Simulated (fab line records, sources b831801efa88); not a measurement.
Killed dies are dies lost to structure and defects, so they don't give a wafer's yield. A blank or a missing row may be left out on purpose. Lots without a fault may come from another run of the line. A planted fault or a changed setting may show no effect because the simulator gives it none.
Chamber matching | flow gf180mcu | GF_V3_CMP_04 on cmp-02: 4 sister chambers
The step polishes SiO2. 4 wafers are shown with their chamber, then 7 later ones without.

WAFERS WITH THEIR CHAMBER
wafer  | chamber | motor_current_A (A)
L360.2 | 3       | 13.3
L360.4 | 0       | 12.0
L365.3 | 2       | 12.3
L365.4 | 1       | 13.8

WAFERS WITHOUT THEIR CHAMBER
wafer  | motor_current_A (A)
L365.5 | 13.5
L366.1 | 12.7
L366.3 | 11.7
L366.6 | 14.1
L367.1 | 14.1
L367.2 | 12.8
L367.3 | 12.1

WHICH CHAMBER EACH WENT THROUGH
wafer  | from the rows above               | in truth
L365.5 | can't be placed: 3 or 1           | 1
L366.1 | can't be placed: 2 or 3 or 0      | 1
L366.3 | can't be placed: 0 or 2           | 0
L366.6 | can't be placed: 1 or 3           | 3
L367.1 | can't be placed: 1 or 3           | 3
L367.2 | can't be placed: 2 or 3 or 0 or 1 | 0
L367.3 | can't be placed: 0 or 2           | 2
Placed correctly: 0 of 7. Can't be placed from these rows: 7 (the true chamber is among the candidates in 6). Placed wrongly: 0.
How it was worked out, from the rows above alone: a wafer's distance from a chamber is the root of the sum, over the readings, of the square of ((its reading less the chamber's mean) divided by the reading's scatter). The wafer belongs to the nearest chamber; if the next one is less than 2 further off, it can't be placed. A chamber's mean is the mean of its shown wafers. The scatter: with one shown wafer a chamber, the root of the mean of the squares of how far each hidden wafer lies from its nearest shown one.
